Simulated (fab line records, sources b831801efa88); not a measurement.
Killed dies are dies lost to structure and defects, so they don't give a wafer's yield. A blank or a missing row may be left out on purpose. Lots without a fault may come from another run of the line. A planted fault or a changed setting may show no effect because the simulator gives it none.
Which tool did it? | flow sky130 | 12 lots, 36 wafers sampled, at 3 steps of a route of 708

WHAT THE GAUGES READ, wafer by wafer
SKY_CAPM_RS_MEAS_03: measures by four-point-probe. Usual: CAPM_TIN_RS 6.93 ohm/sq, standard deviation 0.089.
lot  | measured     | on            | CAPM_TIN_RS (ohm/sq)          | flag
L526 | day 37 05:34 | film_metro-04 | 6.88 6.91 6.90                |
L527 | day 37 12:09 | film_metro-03 | 6.93 6.88 6.84                |
L528 | day 37 17:15 | film_metro-01 | 7.04 6.83 7.00                |
L531 | day 38 21:50 | film_metro-03 | 7.03 7.11 6.96                |
L530 | day 38 23:29 | film_metro-03 | 6.83 6.78 6.87                |
L533 | day 39 07:20 | film_metro-01 | 7.04 6.96 7.10                |
L535 | day 39 15:34 | film_metro-01 | 6.81 6.82 6.80                |
L534 | day 39 17:11 | film_metro-01 | 6.98 7.05 6.94                |
L538 | day 40 15:29 | film_metro-01 | 6.88 6.23 6.88 6.86 6.22 6.88 | OFF
L542 | day 41 20:29 | film_metro-01 | 7.06 7.12 7.03                |
L545 | day 42 15:47 | film_metro-01 | 6.95 6.89 6.93                |
L548 | day 43 07:34 | film_metro-01 | 6.92 6.81 6.79                |

SKY_CAPM_THK_MEAS_04: measures by xrf. Usual: CAPM_TIN_THK 201.8 nm, standard deviation 2.7.
lot  | measured     | on            | CAPM_TIN_THK (nm)                   | flag
L526 | day 37 05:41 | film_metro-04 | 202.2 201.8 201.8                   |
L527 | day 37 12:16 | film_metro-03 | 202.4 202.4 203.6                   |
L528 | day 37 17:22 | film_metro-01 | 199.9 205.3 200.3                   |
L531 | day 38 21:58 | film_metro-03 | 197.9 195.9 199.2                   |
L530 | day 38 23:34 | film_metro-03 | 203.3 204.8 202.4                   |
L533 | day 39 07:27 | film_metro-01 | 198.9 202.5 197.5                   |
L535 | day 39 15:41 | film_metro-01 | 205.4 206.6 206.6                   |
L534 | day 39 17:17 | film_metro-01 | 201.4 199.7 202.6                   |
L538 | day 40 17:09 | film_metro-01 | 204.1 224.9 204.4 204.0 225.1 203.9 | OFF
L542 | day 41 20:36 | film_metro-01 | 198.6 197.7 200.0                   |
L545 | day 42 15:55 | film_metro-01 | 202.2 204.5 203.7                   |
L548 | day 43 07:40 | film_metro-01 | 202.6 206.5 206.4                   |

WHICH TOOL RAN EACH LOT (tool, then ch and the chambers of the sampled wafers, then the start)
lot  | SKY_CAPM_SPUTTER_02
L526 | pvd_sputter-02, day 37 05:28
L527 | pvd_sputter-04, day 37 12:01
L528 | pvd_sputter-02, day 37 17:07
L531 | pvd_sputter-02, day 38 21:44
L530 | pvd_sputter-01, day 38 23:22
L533 | pvd_sputter-02, day 39 07:13
L535 | pvd_sputter-01, day 39 15:27
L534 | pvd_sputter-04, day 39 17:02
L538 | pvd_sputter-01, day 40 15:19
L542 | pvd_sputter-02, day 41 20:22
L545 | pvd_sputter-04, day 42 15:41
L548 | pvd_sputter-02, day 43 07:26
- SKY_CAPM_SPUTTER_02: material TiN, target thk 200 nm, time 166.7 s.

WHAT THE TOOLS THEMSELVES READ (means of the sampled wafers that have a number; where no wafer has one, the mark that the record gives instead)
SKY_CAPM_SPUTTER_02. Usual: cathode_dc_power_W 6499.9 W, standard deviation 1.1; chamber_pressure_pa 0.3999 Pa, standard deviation 0.00079; susceptor_temp_C 300.02 C, standard deviation 0.19; throttle_valve_pct 29.7 %, standard deviation 1.
lot  | tool           | cathode_dc_power_W (W) | chamber_pressure_pa (Pa) | susceptor_temp_C (C) | throttle_valve_pct (%) | flag
L526 | pvd_sputter-02 | 6498.9                 | 0.3995                   | 300.05               | 29.1                   |
L527 | pvd_sputter-04 | 6499.6                 | 0.3993                   | 300.11               | 28.5                   |
L528 | pvd_sputter-02 | 6500.2                 | 0.3992                   | 300.17               | 29.7                   |
L531 | pvd_sputter-02 | 6500.3                 | 0.3999                   | 299.84               | 29.6                   |
L530 | pvd_sputter-01 | 6499.7                 | 0.3994                   | 299.98               | 30.7                   |
L533 | pvd_sputter-02 | 6499.5                 | 0.3999                   | 299.88               | 29.8                   |
L535 | pvd_sputter-01 | 6498.7                 | 0.4005                   | 299.79               | 31.3                   |
L534 | pvd_sputter-04 | 6499.7                 | 0.4006                   | 300.13               | 29.4                   |
L538 | pvd_sputter-01 | 6716.8                 | 0.4004                   | 300.18               | 30.7                   | OFF
L542 | pvd_sputter-02 | 6498.5                 | 0.3997                   | 300.10               | 28.8                   |
L545 | pvd_sputter-04 | 6500.1                 | 0.4006                   | 300.02               | 30.0                   |
L548 | pvd_sputter-02 | 6500.4                 | 0.4001                   | 300.12               | 29.3                   |

THE ANSWER, worked out from the rows above alone
Rule: a lot is off if the mean of its wafers that have a number lies more than 3 standard deviations from the usual mean. A lot without any number at a reading at which 4 lots or more have one is off too. The other lots that the step has rows for count as sound. The gauges are gone through in route order, then the tools' own readings, and for those a lot's mean is taken as printed above. The first step at which some lot is off is used, and at that step the reading that is off furthest; a lot without a number counts as furthest.
Off: L538, at SKY_CAPM_RS_MEAS_03 (CAPM_TIN_RS).
A tool fits if, at a process step before that reading, it ran every lot that is off, and no sound lot after the first of them. The gauges at SKY_CAPM_RS_MEAS_03 aren't tried: what is off there is off at SKY_CAPM_SPUTTER_02 too, on other tools, and a gauge's error can't cause that. One fits: pvd_sputter-01 at SKY_CAPM_SPUTTER_02. Its last sound lot is L535 (day 39 15:27), its first lot that is off L538 (day 40 15:19): a fault that began between those two fits.
The tool's own readings at SKY_CAPM_SPUTTER_02 bear it out: on the lots that are off they differ by more than 5 times the standard deviation of the sound lots' means. cathode_dc_power_W reads 6716.8 W there against 6499.6 W on the sound lots.

WHAT THE SIMULATOR HAD PUT IN
Process parameter drift: pvd_sputter-01, from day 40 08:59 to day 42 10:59, at SKY_CAPM_SPUTTER_02. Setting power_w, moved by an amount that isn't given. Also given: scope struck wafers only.
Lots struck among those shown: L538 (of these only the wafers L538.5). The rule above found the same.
